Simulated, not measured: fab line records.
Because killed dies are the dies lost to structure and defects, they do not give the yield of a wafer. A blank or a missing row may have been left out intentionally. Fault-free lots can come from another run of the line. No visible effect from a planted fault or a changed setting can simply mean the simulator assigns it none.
fab line records || flow sky130
record: {"lots": 6, "wafers": 18, "lastDay": 50}
route steps=708 shown SONOS_TUNNEL@156 SONOS_ONO@168
lots untouched by any fault: they come from a run of this same line in which no faults occurred
startH: hours from the record's opening day to when the first of the lot's shown wafers began || waitH: hours from the lot's prior step to this one || " the same as in the row above || L1.1+2: one row covering several wafers at once || - no value, or no start given || * or withheld: withheld || < > ~ a bound
route shown NAME@n: NAME is a module with steps in the file, n the number in the route of the first one || usual: the fault-free wafers' mean and standard deviation || same: alike in all rows || chamber/n: place in a boat || sites: per-site readings || _std_site: standard deviation of those values || _edge_site: the outer-site mean with the inner-site mean subtracted || radiusMm: how far each site lies from the wafer's centre || mask NAME#n: copy n || behind: tool/chamber where the wafer was last shaped || hold: why the lot was held/for how many hours/how that ended || device: the transistor (n, p or np) that didn't switch || end of line: tests run on the same wafers once the route is complete || step lacking rows: just its recipe || killed: count of dies lost to structure and defects at first sort (not the wafer's yield) || map: shows each die of a wafer: x if killed, . if not, _ if none is there
set.NAME: setting as actually run; set.NAME@STEP: the setting as run at that earlier step || model.NAME: the simulator's own value behind a step, which no gauge read
lots at selected steps of the route; one table per step, one row per wafer
services: the hour from which a tool's chamber was out of use, counted from the record's first day as startH (under 0 if before that day), plus the number of hours and why
== steps ==
step: SKY_SONOS_TUNNEL_COAT_02
recipe: {"resist": "NOVOLAK", "spinRpm": 3000, "resistThkNm": 1140}
step: SKY_SONOS_TUNNEL_SOFTBAKE_03
recipe: {"tempC": 90, "timeS": 60, "resist": "NOVOLAK"}
step: SKY_SONOS_TUNNEL_EXPOSE_04
recipe: {"maskId": "TUNM", "na": 0.6, "sourceShape": "conventional", "sigmaOuter": 0.6, "polarization": "unpolarized", "targetCdNm": 410, "doseMj": 136}
step: SKY_SONOS_TUNNEL_PEB_05
recipe: {"tempC": "withheld", "timeS": "*", "resist": "NOVOLAK"}
step: SKY_SONOS_TUNNEL_DEVELOP_06
recipe: {"resist": "NOVOLAK", "developer": "TMAH", "developTimeS": 60, "devTempC": 23}
step: SKY_SONOS_TUNNEL_CD_MEAS_07
recipe: {"targetCdNm": 410}
usual: {"cdNm": "409.9/2"}
{"lot.wafer": "L540.1", "tool": "cdSem-01", "chamber": "-", "startH": 327.63, "waitH": 0.1, "cdNm": 408.4}
{"lot.wafer": "L540.3", "tool": "cdSem-01", "chamber": "-", "startH": 327.63, "waitH": 0.1, "cdNm": 407.1}
{"lot.wafer": "L540.5", "tool": "cdSem-01", "chamber": "-", "startH": 327.63, "waitH": 0.1, "cdNm": 405.9}
{"lot.wafer": "L541.2", "tool": "cdSem-01", "chamber": "-", "startH": 329.90, "waitH": 0.1, "cdNm": 410.1}
{"lot.wafer": "L541.3", "tool": "cdSem-01", "chamber": "-", "startH": 329.90, "waitH": 0.1, "cdNm": 408.7}
{"lot.wafer": "L541.4", "tool": "cdSem-01", "chamber": "-", "startH": 329.90, "waitH": 0.1, "cdNm": 408.9}
{"lot.wafer": "L542.1", "tool": "cdSem-01", "chamber": "-", "startH": 341.58, "waitH": 0.1, "cdNm": 412.0}
{"lot.wafer": "L542.3", "tool": "cdSem-01", "chamber": "-", "startH": 341.58, "waitH": 0.1, "cdNm": 410.2}
{"lot.wafer": "L542.6", "tool": "cdSem-01", "chamber": "-", "startH": 341.58, "waitH": 0.1, "cdNm": 409.3}
{"lot.wafer": "L545.4", "tool": "cdSem-01", "chamber": "-", "startH": 369.49, "waitH": 0.1, "cdNm": 410.9}
{"lot.wafer": "L545.5", "tool": "cdSem-01", "chamber": "-", "startH": 369.49, "waitH": 0.1, "cdNm": 410.9}
{"lot.wafer": "L545.6", "tool": "cdSem-01", "chamber": "-", "startH": 369.49, "waitH": 0.1, "cdNm": 408.2}
{"lot.wafer": "L552.2", "tool": "cdSem-01", "chamber": "-", "startH": 418.95, "waitH": 0.1, "cdNm": 413.2}
{"lot.wafer": "L552.3", "tool": "cdSem-01", "chamber": "-", "startH": 418.95, "waitH": 0.1, "cdNm": 411.7}
{"lot.wafer": "L552.4", "tool": "cdSem-01", "chamber": "-", "startH": 418.95, "waitH": 0.1, "cdNm": 411.3}
{"lot.wafer": "L554.1", "tool": "cdSem-01", "chamber": "-", "startH": 434.13, "waitH": 0.1, "cdNm": 409.3}
{"lot.wafer": "L554.2", "tool": "cdSem-01", "chamber": "-", "startH": 434.13, "waitH": 0.1, "cdNm": 411.4}
{"lot.wafer": "L554.6", "tool": "cdSem-01", "chamber": "-", "startH": 434.13, "waitH": 0.1, "cdNm": 409.6}
step: SKY_SONOS_TUNNEL_OVL_MEAS_08
usual: {"SONOS_TUNNEL_OVL": "0.6/1.6"}
{"lot.wafer": "L540.1", "tool": "overlay-02", "chamber": "-", "startH": 327.75, "waitH": 0.1, "SONOS_TUNNEL_OVL[nm]": 1.6}
{"lot.wafer": "L540.3", "tool": "overlay-02", "chamber": "-", "startH": 327.75, "waitH": 0.1, "SONOS_TUNNEL_OVL[nm]": 2.5}
{"lot.wafer": "L540.5", "tool": "overlay-02", "chamber": "-", "startH": 327.75, "waitH": 0.1, "SONOS_TUNNEL_OVL[nm]": 3.3}
{"lot.wafer": "L541.2", "tool": "overlay-01", "chamber": "-", "startH": 330.01, "waitH": 0.1, "SONOS_TUNNEL_OVL[nm]": 3.9}
{"lot.wafer": "L541.3", "tool": "overlay-01", "chamber": "-", "startH": 330.01, "waitH": 0.1, "SONOS_TUNNEL_OVL[nm]": 2.6}
{"lot.wafer": "L541.4", "tool": "overlay-01", "chamber": "-", "startH": 330.01, "waitH": 0.1, "SONOS_TUNNEL_OVL[nm]": 1.9}
{"lot.wafer": "L542.1", "tool": "overlay-02", "chamber": "-", "startH": 341.70, "waitH": 0.1, "SONOS_TUNNEL_OVL[nm]": 0.5}
{"lot.wafer": "L542.3", "tool": "overlay-02", "chamber": "-", "startH": 341.70, "waitH": 0.1, "SONOS_TUNNEL_OVL[nm]": 1.7}
{"lot.wafer": "L542.6", "tool": "overlay-02", "chamber": "-", "startH": 341.70, "waitH": 0.1, "SONOS_TUNNEL_OVL[nm]": 1.5}
{"lot.wafer": "L545.4", "tool": "overlay-02", "chamber": "-", "startH": 369.57, "waitH": 0.1, "SONOS_TUNNEL_OVL[nm]": 0.7}
{"lot.wafer": "L545.5", "tool": "overlay-02", "chamber": "-", "startH": 369.57, "waitH": 0.1, "SONOS_TUNNEL_OVL[nm]": 0.4}
{"lot.wafer": "L545.6", "tool": "overlay-02", "chamber": "-", "startH": 369.57, "waitH": 0.1, "SONOS_TUNNEL_OVL[nm]": -0.6}
{"lot.wafer": "L552.2", "tool": "overlay-01", "chamber": "-", "startH": 419.05, "waitH": 0.1, "SONOS_TUNNEL_OVL[nm]": 1.6}
{"lot.wafer": "L552.3", "tool": "overlay-01", "chamber": "-", "startH": 419.05, "waitH": 0.1, "SONOS_TUNNEL_OVL[nm]": 3.6}
{"lot.wafer": "L552.4", "tool": "overlay-01", "chamber": "-", "startH": 419.05, "waitH": 0.1, "SONOS_TUNNEL_OVL[nm]": 4.5}
{"lot.wafer": "L554.1", "tool": "overlay-02", "chamber": "-", "startH": 434.25, "waitH": 0.1, "SONOS_TUNNEL_OVL[nm]": -1.5}
{"lot.wafer": "L554.2", "tool": "overlay-02", "chamber": "-", "startH": 434.25, "waitH": 0.1, "SONOS_TUNNEL_OVL[nm]": -0.6}
{"lot.wafer": "L554.6", "tool": "overlay-02", "chamber": "-", "startH": 434.25, "waitH": 0.1, "SONOS_TUNNEL_OVL[nm]": -1.2}
step: SKY_SONOS_TUNNEL_IMPLANT_09
recipe: {"species": "B", "energyKev": 20, "doseCm2": 1e+12, "tiltDeg": "withheld"}
step: SKY_SONOS_TUNNEL_WET_ETCH_10
recipe: {"chemistry": "dHF", "targetDepthNm": 14, "target": "SiO2", "dilution": "100:1", "tempC": 25, "timeS": 280}
step: SKY_SONOS_TUNNEL_STRIP_11
recipe: {"chemistry": "SPM", "timeS": 600, "tempC": 130}
step: SKY_SONOS_TUNNEL_TW_MEAS_12
usual: {"SONOS_TUNNEL_TW": "196.2/2"}
{"lot.wafer": "L540.1", "tool": "filmMetro-02", "chamber": "-", "startH": 328.20, "waitH": 0.0, "SONOS_TUNNEL_TW": 196.4}
{"lot.wafer": "L540.3", "tool": "filmMetro-02", "chamber": "-", "startH": 328.20, "waitH": 0.0, "SONOS_TUNNEL_TW": 195.3}
{"lot.wafer": "L540.5", "tool": "filmMetro-02", "chamber": "-", "startH": 328.20, "waitH": 0.0, "SONOS_TUNNEL_TW": 196.1}
{"lot.wafer": "L541.2", "tool": "filmMetro-04", "chamber": "-", "startH": 330.46, "waitH": 0.0, "SONOS_TUNNEL_TW": 197.7}
{"lot.wafer": "L541.3", "tool": "filmMetro-04", "chamber": "-", "startH": 330.46, "waitH": 0.0, "SONOS_TUNNEL_TW": 198.2}
{"lot.wafer": "L541.4", "tool": "filmMetro-04", "chamber": "-", "startH": 330.46, "waitH": 0.0, "SONOS_TUNNEL_TW": 198.1}
{"lot.wafer": "L542.1", "tool": "filmMetro-02", "chamber": "-", "startH": 342.14, "waitH": 0.0, "SONOS_TUNNEL_TW": 194.7}
{"lot.wafer": "L542.3", "tool": "filmMetro-02", "chamber": "-", "startH": 342.14, "waitH": 0.0, "SONOS_TUNNEL_TW": 194.7}
{"lot.wafer": "L542.6", "tool": "filmMetro-02", "chamber": "-", "startH": 342.14, "waitH": 0.0, "SONOS_TUNNEL_TW": 194.2}
{"lot.wafer": "L545.4", "tool": "filmMetro-04", "chamber": "-", "startH": 370.03, "waitH": 0.0, "SONOS_TUNNEL_TW": 199.7}
{"lot.wafer": "L545.5", "tool": "filmMetro-04", "chamber": "-", "startH": 370.03, "waitH": 0.0, "SONOS_TUNNEL_TW": 199.7}
{"lot.wafer": "L545.6", "tool": "filmMetro-04", "chamber": "-", "startH": 370.03, "waitH": 0.0, "SONOS_TUNNEL_TW": 199.0}
{"lot.wafer": "L552.2", "tool": "filmMetro-01", "chamber": "-", "startH": 419.51, "waitH": 0.0, "SONOS_TUNNEL_TW": 194.3}
{"lot.wafer": "L552.3", "tool": "filmMetro-01", "chamber": "-", "startH": 419.51, "waitH": 0.0, "SONOS_TUNNEL_TW": 195.3}
{"lot.wafer": "L552.4", "tool": "filmMetro-01", "chamber": "-", "startH": 419.51, "waitH": 0.0, "SONOS_TUNNEL_TW": 195.0}
{"lot.wafer": "L554.1", "tool": "filmMetro-01", "chamber": "-", "startH": 434.72, "waitH": 0.0, "SONOS_TUNNEL_TW": 196.7}
{"lot.wafer": "L554.2", "tool": "filmMetro-01", "chamber": "-", "startH": 434.72, "waitH": 0.0, "SONOS_TUNNEL_TW": 195.6}
{"lot.wafer": "L554.6", "tool": "filmMetro-01", "chamber": "-", "startH": 434.72, "waitH": 0.0, "SONOS_TUNNEL_TW": 194.9}
step: SKY_SONOS_TUNNEL_CLEAN_13
recipe: {"chemistry": "dHF", "timeS": 20, "dilution": "100:1", "dry": "ipaMarangoni"}
step: SKY_SONOS_ONO_OXIDATION_00
recipe: {"tempC": 800, "ambient": "O2", "idleTempC": 700, "rampUpCPerMin": 10, "rampDownCPerMin": 3, "stabiliseS": 600, "purgeS": 300, "targetThkA": 26, "oxTimeS": 1249}
usual: {"rampUpCPerMin": "10.000/0.0016", "spikeTcCentreC": "800.5/1.1", "tubeCenterTempC": "800/0.071"}
same: {"stabiliseS": 600}
{"lot.wafer": "L540.1", "tool": "furnace-02", "chamber": 0, "startH": 328.60, "waitH": 0.3, "rampUpCPerMin": 10.003, "spikeTcCentreC": 800.8, "tubeCenterTempC": 800.01}
{"lot.wafer": "L540.3", "tool": "furnace-02", "chamber": 0, "startH": 328.60, "waitH": 0.3, "rampUpCPerMin": 9.9985, "spikeTcCentreC": 802.1, "tubeCenterTempC": 799.99}
{"lot.wafer": "L540.5", "tool": "furnace-02", "chamber": 0, "startH": 328.60, "waitH": 0.3, "rampUpCPerMin": 9.9993, "spikeTcCentreC": 798.1, "tubeCenterTempC": 800.14}
{"lot.wafer": "L541.2", "tool": "furnace-01", "chamber": 0, "startH": 332.47, "waitH": 1.9, "rampUpCPerMin": 10.003, "spikeTcCentreC": 800.1, "tubeCenterTempC": 799.97}
{"lot.wafer": "L541.3", "tool": "furnace-01", "chamber": 0, "startH": 332.47, "waitH": 1.9, "rampUpCPerMin": 9.9994, "spikeTcCentreC": 800.5, "tubeCenterTempC": 799.91}
{"lot.wafer": "L541.4", "tool": "furnace-01", "chamber": 0, "startH": 332.47, "waitH": 1.9, "rampUpCPerMin": 9.9969, "spikeTcCentreC": 799.5, "tubeCenterTempC": 799.95}
{"lot.wafer": "L541.2", "tool": "furnace-01", "chamber": 0, "startH": 333.98, "waitH": 0.2, "rampUpCPerMin": 9.9987, "spikeTcCentreC": 798.3, "tubeCenterTempC": 799.82}
{"lot.wafer": "L541.3", "tool": "furnace-01", "chamber": 0, "startH": 333.98, "waitH": 0.2, "rampUpCPerMin": 9.9998, "spikeTcCentreC": 800.8, "tubeCenterTempC": 800.01}
{"lot.wafer": "L541.4", "tool": "furnace-01", "chamber": 0, "startH": 333.98, "waitH": 0.2, "rampUpCPerMin": 9.9981, "spikeTcCentreC": 801.8, "tubeCenterTempC": 799.98}
{"lot.wafer": "L542.1", "tool": "furnace-01", "chamber": 0, "startH": 344.57, "waitH": 2.4, "rampUpCPerMin": 9.9999, "spikeTcCentreC": 801.9, "tubeCenterTempC": 800.04}
{"lot.wafer": "L542.3", "tool": "furnace-01", "chamber": 0, "startH": 344.57, "waitH": 2.4, "rampUpCPerMin": 10.001, "spikeTcCentreC": 798.9, "tubeCenterTempC": 800.12}
{"lot.wafer": "L542.6", "tool": "furnace-01", "chamber": 0, "startH": 344.57, "waitH": 2.4, "rampUpCPerMin": 10.002, "spikeTcCentreC": 802.0, "tubeCenterTempC": 799.88}
{"lot.wafer": "L542.1", "tool": "furnace-01", "chamber": 0, "startH": 347.33, "waitH": 1.4, "rampUpCPerMin": 10.003, "spikeTcCentreC": 800.1, "tubeCenterTempC": 799.92}
{"lot.wafer": "L542.3", "tool": "furnace-01", "chamber": 0, "startH": 347.33, "waitH": 1.4, "rampUpCPerMin": 10.001, "spikeTcCentreC": 800.0, "tubeCenterTempC": 799.9}
{"lot.wafer": "L542.6", "tool": "furnace-01", "chamber": 0, "startH": 347.33, "waitH": 1.4, "rampUpCPerMin": 10.002, "spikeTcCentreC": 801.5, "tubeCenterTempC": 799.95}
{"lot.wafer": "L545.4", "tool": "furnace-02", "chamber": 0, "startH": 370.07, "waitH": 0.0, "rampUpCPerMin": 10.003, "spikeTcCentreC": 798.6, "tubeCenterTempC": 800.07}
{"lot.wafer": "L545.5", "tool": "furnace-02", "chamber": 0, "startH": 370.07, "waitH": 0.0, "rampUpCPerMin": 9.9991, "spikeTcCentreC": 800.6, "tubeCenterTempC": 800.12}
{"lot.wafer": "L545.6", "tool": "furnace-02", "chamber": 0, "startH": 370.07, "waitH": 0.0, "rampUpCPerMin": 10.002, "spikeTcCentreC": 801.4, "tubeCenterTempC": 799.98}
{"lot.wafer": "L552.2", "tool": "furnace-01", "chamber": 0, "startH": 420.36, "waitH": 0.8, "rampUpCPerMin": 10.001, "spikeTcCentreC": 799.8, "tubeCenterTempC": 799.98}
{"lot.wafer": "L552.3", "tool": "furnace-01", "chamber": 0, "startH": 420.36, "waitH": 0.8, "rampUpCPerMin": 10.001, "spikeTcCentreC": 799.3, "tubeCenterTempC": 799.94}
{"lot.wafer": "L552.4", "tool": "furnace-01", "chamber": 0, "startH": 420.36, "waitH": 0.8, "rampUpCPerMin": 10.000, "spikeTcCentreC": 800.1, "tubeCenterTempC": 799.92}
{"lot.wafer": "L554.1", "tool": "furnace-01", "chamber": 0, "startH": 434.79, "waitH": 0.0, "rampUpCPerMin": 10.000, "spikeTcCentreC": 801.1, "tubeCenterTempC": 800.02}
{"lot.wafer": "L554.2", "tool": "furnace-01", "chamber": 0, "startH": 434.79, "waitH": 0.0, "rampUpCPerMin": 9.9981, "spikeTcCentreC": 802.4, "tubeCenterTempC": 799.91}
{"lot.wafer": "L554.6", "tool": "furnace-01", "chamber": 0, "startH": 434.79, "waitH": 0.0, "rampUpCPerMin": 10.001, "spikeTcCentreC": 799.5, "tubeCenterTempC": 800.13}
step: SKY_SONOS_ONO_THK_MEAS_01
recipe: {"reads": "SiO2_of_SONOS_ONO_OXIDATION_00"}
usual: {"SONOS_ONO_OXIDATION_THK": "2.59/0.054"}
{"lot.wafer": "L540.1", "tool": "filmMetro-02", "chamber": "-", "startH": 329.95, "waitH": 0.0, "SONOS_ONO_OXIDATION_THK[nm]": 2.57}
{"lot.wafer": "L540.3", "tool": "filmMetro-02", "chamber": "-", "startH": 329.95, "waitH": 0.0, "SONOS_ONO_OXIDATION_THK[nm]": 2.62}
{"lot.wafer": "L540.5", "tool": "filmMetro-02", "chamber": "-", "startH": 329.95, "waitH": 0.0, "SONOS_ONO_OXIDATION_THK[nm]": 2.56}
{"lot.wafer": "L541.2", "tool": "filmMetro-03", "chamber": "-", "startH": 335.34, "waitH": 0.0, "SONOS_ONO_OXIDATION_THK[nm]": 4.39}
{"lot.wafer": "L541.3", "tool": "filmMetro-03", "chamber": "-", "startH": 335.34, "waitH": 0.0, "SONOS_ONO_OXIDATION_THK[nm]": 4.42}
{"lot.wafer": "L541.4", "tool": "filmMetro-03", "chamber": "-", "startH": 335.34, "waitH": 0.0, "SONOS_ONO_OXIDATION_THK[nm]": 4.41}
{"lot.wafer": "L542.1", "tool": "filmMetro-03", "chamber": "-", "startH": 348.67, "waitH": 0.0, "SONOS_ONO_OXIDATION_THK[nm]": 4.30}
{"lot.wafer": "L542.3", "tool": "filmMetro-03", "chamber": "-", "startH": 348.67, "waitH": 0.0, "SONOS_ONO_OXIDATION_THK[nm]": 4.33}
{"lot.wafer": "L542.6", "tool": "filmMetro-03", "chamber": "-", "startH": 348.67, "waitH": 0.0, "SONOS_ONO_OXIDATION_THK[nm]": 4.32}
{"lot.wafer": "L545.4", "tool": "filmMetro-02", "chamber": "-", "startH": 371.45, "waitH": 0.0, "SONOS_ONO_OXIDATION_THK[nm]": 2.55}
{"lot.wafer": "L545.5", "tool": "filmMetro-02", "chamber": "-", "startH": 371.45, "waitH": 0.0, "SONOS_ONO_OXIDATION_THK[nm]": 2.56}
{"lot.wafer": "L545.6", "tool": "filmMetro-02", "chamber": "-", "startH": 371.45, "waitH": 0.0, "SONOS_ONO_OXIDATION_THK[nm]": 2.59}
{"lot.wafer": "L552.2", "tool": "filmMetro-01", "chamber": "-", "startH": 421.71, "waitH": 0.0, "SONOS_ONO_OXIDATION_THK[nm]": 2.65}
{"lot.wafer": "L552.3", "tool": "filmMetro-01", "chamber": "-", "startH": 421.71, "waitH": 0.0, "SONOS_ONO_OXIDATION_THK[nm]": 2.63}
{"lot.wafer": "L552.4", "tool": "filmMetro-01", "chamber": "-", "startH": 421.71, "waitH": 0.0, "SONOS_ONO_OXIDATION_THK[nm]": 2.67}
{"lot.wafer": "L554.1", "tool": "filmMetro-03", "chamber": "-", "startH": 436.14, "waitH": 0.0, "SONOS_ONO_OXIDATION_THK[nm]": 2.58}
{"lot.wafer": "L554.2", "tool": "filmMetro-03", "chamber": "-", "startH": 436.14, "waitH": 0.0, "SONOS_ONO_OXIDATION_THK[nm]": 2.57}
{"lot.wafer": "L554.6", "tool": "filmMetro-03", "chamber": "-", "startH": 436.14, "waitH": 0.0, "SONOS_ONO_OXIDATION_THK[nm]": 2.60}
step: SKY_SONOS_ONO_CVD_02
recipe: {"material": "Si3N4", "precursor": "DCS/NH3", "targetThkNm": 10.5, "tempC": 770, "timeS": 180, "pressureMtorr": 240.5}
== services ==
{"tool": "furnace-02", "chamber": "-", "startH": 334.12, "hours": 3.7, "kind": "pm"}
{"tool": "furnace-02", "chamber": "-", "startH": 339.43, "hours": 3.9, "kind": "pm"}
{"tool": "furnace-01", "chamber": "-", "startH": 373.07, "hours": 9.7, "kind": "repair"}
{"tool": "furnace-01", "chamber": "-", "startH": 383.91, "hours": 3.1, "kind": "pm"}
== key ==
firstSign: {"step": "SKY_SONOS_ONO_OXIDATION_00", "reading": "visit", "direction": "added"}
effect: {"step": "SKY_SONOS_ONO_THK_MEAS_01", "reading": "SONOS_ONO_OXIDATION_THK", "direction": "up", "sigmas": 33, "usual": 2.59, "struck": 4.36}
metAt SKY_SONOS_ONO_OXIDATION_00
struckWafers L541.2,L541.3,L541.4,L542.1,L542.3,L542.6
testerLeftOut L541,L542
fault: {"kind": "repeatedStepWhole", "tool": "furnace-01,furnace-02", "chamber": "-", "onsetH": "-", "steps": "SKY_SONOS_ONO_OXIDATION_00", "times": 1, "scope": "struckLotsOnly"}
testerLeftOut: of these lots the tester's yield and bins aren't shown, on N5 and GAA mostly nor the transistor test; their killed dies are dies lost to structure and defects alone, not to doping, threshold or leakage, so they don't give the yield
